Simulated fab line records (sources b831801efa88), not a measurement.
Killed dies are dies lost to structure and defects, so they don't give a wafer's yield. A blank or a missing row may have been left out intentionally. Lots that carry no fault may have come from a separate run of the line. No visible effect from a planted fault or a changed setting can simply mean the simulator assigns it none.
fab line records ; flow sky130
[record] lots = 6; wafers = 18; last_day = 50
route steps=708 shown PWDE@53 NWELL@56 PAD_OPEN@708
lots that met no fault: taken from a fault-free run of the same line
start_h: the number of hours between the record's first day and the start of the first shown wafer of the lot ; wait_h: time in hours since the lot's previous step ; " unchanged from the row above ; L1.1+2: one row covering several wafers at once ; - no value, or no start given ; * or withheld: withheld ; < > ~ a bound
route shown NAME@n: NAME is a module with steps in the file, n the number in the route of the first one ; usual: mean/standard deviation taken from wafers without a fault ; same: alike in all rows ; chamber/n: place in a boat ; sites: readings site by site ; _std_site: standard deviation of those values ; _edge_site: outer sites' mean less inner sites' ; radius_mm: for every site, how far away it sits from the centre of the wafer ; mask NAME#n: copy n ; behind: tool/chamber where the wafer was last shaped ; hold: what put the lot on hold/how long, in hours/how the hold closed ; device: transistor that didn't switch, given as n, p or np ; end of line: the tests these same wafers got at the end of their route ; for a step that has no rows: nothing shown but its recipe ; killed: count of dies lost to structure and defects at first sort (not the wafer's yield) ; map: dies across one wafer; x = killed, . = not, _ = none there
set.NAME: the setting the step ran with; set.NAME@STEP: the setting that earlier step ran with ; model.NAME: the simulator's own value behind a step, which no gauge read
lots seen at some steps along the route; tables by step, rows by wafer
services: the hour from which a tool's chamber was out of use, counted from the record's first day as start_h (under 0 if before that day), plus the number of hours and why
[[steps]]
[step SKY_PWDE_IMPLANT_08]
[recipe] species = B; energy_kev = 150; dose_cm2 = 3.6e+12; tilt_deg = withheld
[step SKY_PWDE_STRIP_09]
[recipe] chemistry = O2/N2; power_w = 1400; pressure_mtorr = 1500; platen_temp_c = withheld; o2_flow_sccm = 3000; n2_flow_sccm = 300; overash_fraction = 0.5
[usual] drypump_motor_current_A = 5.7/0.47; oes_product_au = 0.723/0.0047; strip_time_to_endpoint_s = 36.93/0.089
lot.wafer;tool;chamber;start_h;wait_h;drypump_motor_current_A;oes_product_au;rf_hours_counter_h;strip_time_to_endpoint_s
L225.1;plasma_asher-03;1;103.52;0.1;5.4;0.720;42;36.79
L225.2;plasma_asher-03;0;103.52;0.1;6.3;0.727;42;36.86
L225.6;plasma_asher-03;1;103.52;0.1;5.4;0.722;-;36.83
L227.2;plasma_asher-03;1;113.81;0.1;5.4;0.732;43;37.08
L227.4;plasma_asher-03;1;113.81;0.1;5.4;0.725;-;37.10
L227.6;plasma_asher-03;0;113.81;0.1;6.2;0.725;-;37.02
L232.1;plasma_asher-01;1;141.55;0.1;5.6;0.725;2;36.82
L232.4;plasma_asher-01;1;141.55;0.1;5.6;0.723;-;36.91
L232.6;plasma_asher-01;1;141.55;0.1;5.6;0.720;-;36.81
L235.1;plasma_asher-01;1;156.81;0.1;5.6;0.720;4;36.97
L235.4;plasma_asher-01;1;156.81;0.1;5.6;0.717;-;36.98
L235.6;plasma_asher-01;0;156.81;0.1;5.1;0.724;-;37.00
L240.1;plasma_asher-03;0;185.92;0.1;6.3;0.730;51;36.90
L240.2;plasma_asher-03;1;185.92;0.1;5.4;0.721;51;36.99
L240.6;plasma_asher-03;0;185.92;0.1;6.3;0.718;-;36.91
L242.2;plasma_asher-02;1;198.01;0.1;5.8;0.725;36;37.08
L242.5;plasma_asher-02;0;198.01;0.1;6.4;0.722;-;37.00
L242.6;plasma_asher-02;1;198.01;0.1;5.8;0.721;-;37.02
[step SKY_PWDE_TW_MEAS_10]
[usual] PWDE_TW = 374.3/1.7
lot.wafer;tool;chamber;start_h;wait_h;PWDE_TW
L225.1;film_metro-02;-;103.62;0.1;378.3
L225.2;film_metro-02;-;103.62;0.1;376.0
L225.6;film_metro-02;-;103.62;0.1;376.0
L227.2;film_metro-03;-;113.92;0.1;373.1
L227.4;film_metro-03;-;113.92;0.1;375.2
L227.6;film_metro-03;-;113.92;0.1;375.1
L232.1;film_metro-01;-;141.65;0.1;374.2
L232.4;film_metro-01;-;141.65;0.1;374.7
L232.6;film_metro-01;-;141.65;0.1;376.9
L235.1;film_metro-02;-;156.91;0.1;374.3
L235.4;film_metro-02;-;156.91;0.1;376.2
L235.6;film_metro-02;-;156.91;0.1;376.7
L240.1;film_metro-03;-;186.02;0.1;374.6
L240.2;film_metro-03;-;186.02;0.1;375.1
L240.6;film_metro-03;-;186.02;0.1;373.6
L242.2;film_metro-03;-;198.12;0.1;373.4
L242.5;film_metro-03;-;198.12;0.1;373.3
L242.6;film_metro-03;-;198.12;0.1;372.8
[step SKY_NWELL_DEHYDRATE_03]
[recipe] temp_c = 200; time_s = 60
[step SKY_NWELL_HMDS_04]
[recipe] prime_time_s = 60; prime_temp_c = 120
[step SKY_NWELL_COAT_05]
[recipe] spin_rpm = 2000; resist_thk_nm = 2950
[step SKY_NWELL_SOFTBAKE_06]
[recipe] temp_c = 110; time_s = withheld
[step SKY_NWELL_EXPOSE_07]
[recipe] mask_id = NWM; na = 0.6; source_shape = conventional; sigma_outer = 0.6; polarization = unpolarized; target_cd_nm = 840; dose_mj = 255
[step SKY_NWELL_PEB_08]
[recipe] temp_c = 115; time_s = withheld
[step SKY_NWELL_DEVELOP_09]
[recipe] wall_angle_deg = 90; developer = TMAH; develop_time_s = 60; dev_temp_c = 23
[step SKY_NWELL_OVL_MEAS_10]
[usual] NWELL_00_OVL = 0.1/1.5
lot.wafer;tool;chamber;start_h;wait_h;NWELL_00_OVL[nm]
L225.1;overlay-02;-;121.44;-;-3.9
L225.2;overlay-02;-;121.44;-;-3.9
L225.6;overlay-02;-;121.44;-;-2.5
L227.2;overlay-02;-;132.68;-;2.0
L227.4;overlay-02;-;132.68;-;0.0
L227.6;overlay-02;-;132.68;-;2.0
L232.1;overlay-01;-;161.43;-;0.4
L232.4;overlay-01;-;161.43;-;1.2
L232.6;overlay-01;-;161.43;-;1.3
L235.1;overlay-02;-;176.78;-;-0.3
L235.4;overlay-02;-;176.78;-;-1.4
L235.6;overlay-02;-;176.78;-;-1.1
L240.1;overlay-02;-;207.44;-;0.4
L240.2;overlay-02;-;207.44;-;-0.9
L240.6;overlay-02;-;207.44;-;-0.1
L242.2;overlay-01;-;220.48;-;2.7
L242.5;overlay-01;-;220.48;-;0.6
L242.6;overlay-01;-;220.48;-;2.4
[step SKY_NWELL_IMPLANT_11]
[recipe] species = P; energy_kev = 400; dose_cm2 = 1.9e+13; tilt_deg = withheld
[step SKY_NWELL_IMPLANT_12]
[recipe] species = P; energy_kev = 120; dose_cm2 = 1.3e+12; tilt_deg = withheld
[usual] beam_energy_keV = 120.00/0.034; dose_ions_cm2 = 1.2999e+12/1.3e+09
lot.wafer;tool;chamber;start_h;wait_h;beam_energy_keV;dose_ions_cm2;model.implant.rp_nm
L225.1;implanter-03;0;121.62;0.1;120.00;1.3014e+12;150.5
L225.2;implanter-03;0;121.62;0.1;120.03;1.2992e+12;150.5
L225.6;implanter-03;0;121.62;0.1;119.97;1.2997e+12;150.5
L227.2;implanter-02;0;132.89;0.1;120.02;1.2997e+12;143.4
L227.4;implanter-02;0;132.89;0.1;120.04;1.2995e+12;143.4
L227.6;implanter-02;0;132.89;0.1;119.99;1.3018e+12;143.4
L232.1;implanter-02;0;161.61;0.1;105.73;1.2986e+12;134.4
L232.4;implanter-02;0;161.61;0.1;105.76;1.299e+12;134.4
L232.6;implanter-02;0;161.61;0.1;105.67;1.2999e+12;134.4
L235.1;implanter-02;0;176.96;0.1;105.74;1.2974e+12;128
L235.4;implanter-02;0;176.96;0.1;105.77;1.3021e+12;128
L235.6;implanter-02;0;176.96;0.1;105.73;1.3016e+12;128
L240.1;implanter-01;0;207.62;0.1;120.01;1.2992e+12;147
L240.2;implanter-01;0;207.62;0.1;120.00;1.3006e+12;147
L240.6;implanter-01;0;207.62;0.1;120.01;1.2982e+12;147
L242.2;implanter-01;0;220.68;0.1;120.00;1.3005e+12;155.4
L242.5;implanter-01;0;220.68;0.1;119.95;1.3016e+12;155.4
L242.6;implanter-01;0;220.68;0.1;120.02;1.3002e+12;155.4
[step SKY_NWELL_IMPLANT_13]
[recipe] species = P; energy_kev = 50; dose_cm2 = 7e+11; tilt_deg = withheld
[step SKY_PAD_OPEN_PROBE_99]
[usual] killed_at_M0_to_M3 = 44/7; killed_at_M4_up = 3.0/1.8; killed_at_contacts = 24/4.9; killed_at_front_end = 15/5; killed_at_other = 0.2/0.53; killed_dies = 87/8.7; killed_open = 48/6.8; killed_short = 39/5.7
[same] gross_dies = 492; killed_at_back_side = 0
lot.wafer;tool;chamber;start_h;wait_h;killed_at_M0_to_M3;killed_at_M4_up;killed_at_contacts;killed_at_front_end;killed_at_other;killed_dies;killed_open;killed_short;model.etest.pfet_01v8_lvt.drive_ua_um;model.etest.pfet_01v8_lvt.off_log10_a_um;model.etest.pfet_g5v0d10v5.off_log10_a_um;model.etest.pfet_g5v0d10v5.vt_sat_v;model.etest.pfet_16v.vt_v;model.etest.pfet_g5v0d10v5.vt_v;model.etest.pfet_g5v0d10v5.vt_long_v;model.etest.pfet_01v8_lvt.vt_sat_v
L225.1;prober-01;-;1117.40;0.1;26;4;27;7;0;64;28;36;173.4;-8.779;-12.32;-0.6208;-1.092;-0.8203;-0.9211;-0.4421
L225.2;prober-01;-;1117.45;0.1;50;1;31;5;0;87;49;38;176.4;-8.707;-12.25;-0.601;-1.085;-0.808;-0.9172;-0.4347
L225.6;prober-01;-;1117.65;0.2;50;4;27;9;1;91;49;42;170.9;-8.928;-12.34;-0.6058;-1.093;-0.8068;-0.9314;-0.4382
L227.2;prober-01;-;1127.74;0.1;27;2;36;21;0;86;55;31;170.8;-9.504;-12.67;-0.6407;-1.105;-0.8356;-0.941;-0.4702
L227.4;prober-01;-;1127.84;0.2;44;1;25;14;0;84;43;41;176.2;-9.24;-12.48;-0.6257;-1.093;-0.8197;-0.9268;-0.4584
L227.6;prober-01;-;1127.94;0.2;39;2;26;13;0;80;40;40;172.6;-9.212;-12.69;-0.6537;-1.108;-0.851;-0.9403;-0.4657
L232.1;prober-02;-;1150.57;0.1;49;2;23;10;0;84;45;39;167.7;-9.409;-12.88;-0.6696;-1.146;-0.8582;-0.9776;-0.4884
L232.4;prober-02;-;1150.72;0.2;56;5;26;18;0;105;54;50;167.9;-9.536;-13.15;-0.7102;-1.14;-0.8942;-0.9699;-0.4812
L232.6;prober-02;-;1150.82;0.2;41;2;10;10;0;63;33;30;167;-9.332;-13.01;-0.6795;-1.147;-0.8628;-0.974;-0.4827
L235.1;prober-01;-;1162.97;0.1;48;6;28;11;0;93;50;43;167.4;-9.917;-13.37;-0.7385;-1.177;-0.9081;-0.9978;-0.5102
L235.4;prober-01;-;1163.12;0.2;49;2;28;15;0;94;58;36;168.7;-9.671;-13.48;-0.7277;-1.181;-0.8984;-1.004;-0.5057
L235.6;prober-01;-;1163.22;0.2;45;5;20;18;0;88;54;34;165.2;-9.743;-13.51;-0.755;-1.178;-0.9218;-0.9968;-0.5101
L240.1;prober-02;-;1186.97;0.1;48;2;18;9;0;77;43;34;169.9;-8.922;-12.84;-0.6579;-1.114;-0.8481;-0.9407;-0.4444
L240.2;prober-02;-;1187.02;0.1;31;4;22;20;1;78;49;29;169.7;-8.864;-12.43;-0.6309;-1.114;-0.8285;-0.9402;-0.4383
L240.6;prober-02;-;1187.22;0.2;49;3;16;15;0;83;40;43;173.1;-8.843;-12.65;-0.6389;-1.107;-0.8361;-0.935;-0.4446
L242.2;prober-02;-;1199.54;0.1;49;2;18;9;0;78;47;31;171.6;-8.953;-12.47;-0.6245;-1.087;-0.8179;-0.9147;-0.4473
L242.5;prober-02;-;1199.69;0.2;35;1;33;13;0;82;50;32;172;-9.107;-12.58;-0.6291;-1.091;-0.8168;-0.9153;-0.4479
L242.6;prober-02;-;1199.74;0.2;41;1;25;18;0;85;52;33;173.5;-8.871;-12.64;-0.646;-1.098;-0.8353;-0.9262;-0.4451
// killed by level:class
L225.1 CONTACT:geometric_particle:short=8 CONTACT:geometric_particle:open=6 LI_CONTACT:geometric_particle:open=5 VIA1:geometric_particle:open=5 LI_CONTACT:geometric_particle:short=4 VIA2:geometric_particle:open=4 LOCAL_INTERCONNECT:geometric_particle:short=3 METAL1:geometric_particle:short=3
L225.2 CONTACT:geometric_particle:open=11 VIA1:geometric_particle:open=10 METAL2:geometric_particle:short=10 VIA2:geometric_particle:open=9 LI_CONTACT:geometric_particle:open=8 CONTACT:geometric_particle:short=5 VIA1:geometric_particle:short=5 VIA3:geometric_particle:open=5
L225.6 VIA2:geometric_particle:open=14 CONTACT:geometric_particle:open=10 LI_CONTACT:geometric_particle:short=6 METAL1:geometric_particle:short=6 VIA1:geometric_particle:open=6 VIA3:geometric_particle:open=6 CONTACT:geometric_particle:short=5 LI_CONTACT:geometric_particle:open=5
L227.2 CONTACT:geometric_particle:open=16 LI_CONTACT:geometric_particle:open=9 VIA1:geometric_particle:open=7 FIELD_ISO:geometric_particle:short=6 VIA2:geometric_particle:open=6 FIELD_ISO:geometric_particle:open=5 LOCAL_INTERCONNECT:geometric_particle:short=5 POLY_GATE:geometric_particle:open=4
L227.4 VIA1:geometric_particle:open=9 LI_CONTACT:geometric_particle:open=7 CONTACT:geometric_particle:open=7 VIA3:geometric_particle:open=6 VIA2:geometric_particle:open=6 CONTACT:geometric_particle:short=5 LOCAL_INTERCONNECT:geometric_particle:short=5 METAL1:geometric_particle:short=5
L227.6 LI_CONTACT:geometric_particle:open=10 VIA1:geometric_particle:open=7 CONTACT:geometric_particle:short=7 VIA3:geometric_particle:open=7 CONTACT:geometric_particle:open=6 POLY_GATE:geometric_particle:short=5 METAL1:geometric_particle:short=5 VIA2:geometric_particle:open=5
L232.1 CONTACT:geometric_particle:open=8 VIA1:geometric_particle:open=7 METAL1:geometric_particle:short=7 VIA1:geometric_particle:short=7 VIA3:geometric_particle:open=7 METAL2:geometric_particle:short=6 LI_CONTACT:geometric_particle:open=6 CONTACT:geometric_particle:short=5
L232.4 VIA1:geometric_particle:open=11 CONTACT:geometric_particle:open=9 VIA1:geometric_particle:short=8 VIA3:geometric_particle:open=7 METAL1:geometric_particle:short=7 VIA2:geometric_particle:open=7 FIELD_ISO:geometric_particle:open=6 METAL2:geometric_particle:short=6
L232.6 VIA1:geometric_particle:open=10 METAL2:geometric_particle:short=8 VIA3:geometric_particle:open=7 CONTACT:geometric_particle:open=4 VIA2:geometric_particle:open=4 VIA2:geometric_particle:short=4 FIELD_ISO:geometric_particle:short=3 FIELD_ISO:geometric_particle:open=3
L235.1 VIA1:geometric_particle:open=11 LI_CONTACT:geometric_particle:open=8 METAL2:geometric_particle:short=8 CONTACT:geometric_particle:open=7 LI_CONTACT:geometric_particle:short=6 METAL1:geometric_particle:short=6 VIA1:geometric_particle:short=6 VIA3:geometric_particle:open=6
L235.4 VIA1:geometric_particle:open=14 CONTACT:geometric_particle:open=9 VIA2:geometric_particle:open=9 LOCAL_INTERCONNECT:geometric_particle:open=5 METAL1:geometric_particle:short=5 METAL2:geometric_particle:short=5 POLY_GATE:geometric_particle:open=4 LI_CONTACT:geometric_particle:open=4
L235.6 VIA1:geometric_particle:open=15 CONTACT:geometric_particle:open=9 VIA3:geometric_particle:open=7 METAL1:geometric_particle:short=6 VIA2:geometric_particle:open=6 FIELD_ISO:geometric_particle:open=5 METAL2:geometric_particle:short=5 POLY_GATE:geometric_particle:short=4
L240.1 VIA1:geometric_particle:open=13 CONTACT:geometric_particle:open=8 METAL1:geometric_particle:short=8 METAL2:geometric_particle:short=7 SPACER:geometric_particle:open=4 CONTACT:geometric_particle:short=4 VIA1:geometric_particle:short=4 METAL1:geometric_particle:open=4
L240.2 VIA1:geometric_particle:open=12 CONTACT:geometric_particle:open=11 FIELD_ISO:geometric_particle:open=9 VIA2:geometric_particle:open=4 POLY_GATE:geometric_particle:open=3 SPACER:geometric_particle:short=3 LI_CONTACT:geometric_particle:open=3 LOCAL_INTERCONNECT:geometric_particle:short=3
L240.6 VIA1:geometric_particle:open=15 METAL1:geometric_particle:short=6 CONTACT:geometric_particle:open=6 VIA1:geometric_particle:short=6 FIELD_ISO:geometric_particle:short=5 VIA2:geometric_particle:short=5 FIELD_ISO:geometric_particle:open=4 LOCAL_INTERCONNECT:geometric_particle:short=4
L242.2 VIA1:geometric_particle:open=10 VIA3:geometric_particle:open=8 VIA2:geometric_particle:open=7 METAL2:geometric_particle:short=6 LI_CONTACT:geometric_particle:open=5 CONTACT:geometric_particle:open=5 VIA3:geometric_particle:short=5 VIA2:geometric_particle:short=4
L242.5 CONTACT:geometric_particle:open=11 LI_CONTACT:geometric_particle:open=9 LOCAL_INTERCONNECT:geometric_particle:short=8 VIA1:geometric_particle:open=8 VIA2:geometric_particle:open=6 FIELD_ISO:geometric_particle:open=4 VIA1:geometric_particle:short=4 METAL1:geometric_particle:short=4
L242.6 VIA1:geometric_particle:open=12 CONTACT:geometric_particle:open=11 VIA2:geometric_particle:open=8 CONTACT:geometric_particle:short=6 POLY_GATE:geometric_particle:short=5 LI_CONTACT:geometric_particle:open=5 METAL1:geometric_particle:short=5 VIA3:geometric_particle:short=5
[[services]]
tool;chamber;start_h;hours;kind
implanter-01;-;87.15;14.8;pm
implanter-02;-;105.20;6.4;repair
plasma_asher-01;-;108.75;9.0;pm
plasma_asher-01;0;108.75;9.0;vent_cycle
plasma_asher-01;1;108.75;9.0;vent_cycle
implanter-02;-;111.59;12.7;pm
plasma_asher-01;0;117.75;-;clean
plasma_asher-01;1;117.75;-;clean
plasma_asher-01;-;121.61;2.8;pm
plasma_asher-01;-;124.45;1.0;repair
implanter-02;-;140.39;3.5;pm
implanter-02;-;171.39;3.9;repair
plasma_asher-02;-;172.60;19.1;repair
plasma_asher-02;-;186.30;5.3;repair
implanter-02;-;190.71;6.3;repair
implanter-03;-;204.08;2.4;repair
[[key]]
[first_sign] step = SKY_NWELL_IMPLANT_12; reading = beam_energy_keV; direction = down; sigmas = 99+; usual = *; struck = *
effect none on later readings
[model_effect] step = SKY_NWELL_IMPLANT_12; value = implant.rp_nm; without = 149.6; struck = 131.2
[model_effect] step = SKY_PAD_OPEN_PROBE_99; value = etest.pfet_01v8_lvt.drive_ua_um; without = 172.3; struck = 167.3
met_at SKY_NWELL_IMPLANT_12
struck_wafers L232.1,L232.4,L232.6,L235.1,L235.4,L235.6
tester_left_out L232,L235
onset_between 132.89 161.61
[fault] kind = process_parameter_drift; tool = implanter-02; chamber = -; onset_h = 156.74; steps = SKY_NWELL_IMPLANT_12; channel = energy_kev; offset = *; shape = step; end_h = 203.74; acts_in = *; stated = *
// tester_left_out: of these lots the tester's yield and bins aren't shown, on N5 and GAA mostly nor the transistor test; their killed dies are dies lost to structure and defects alone, not to doping, threshold or leakage, so they don't give the yield
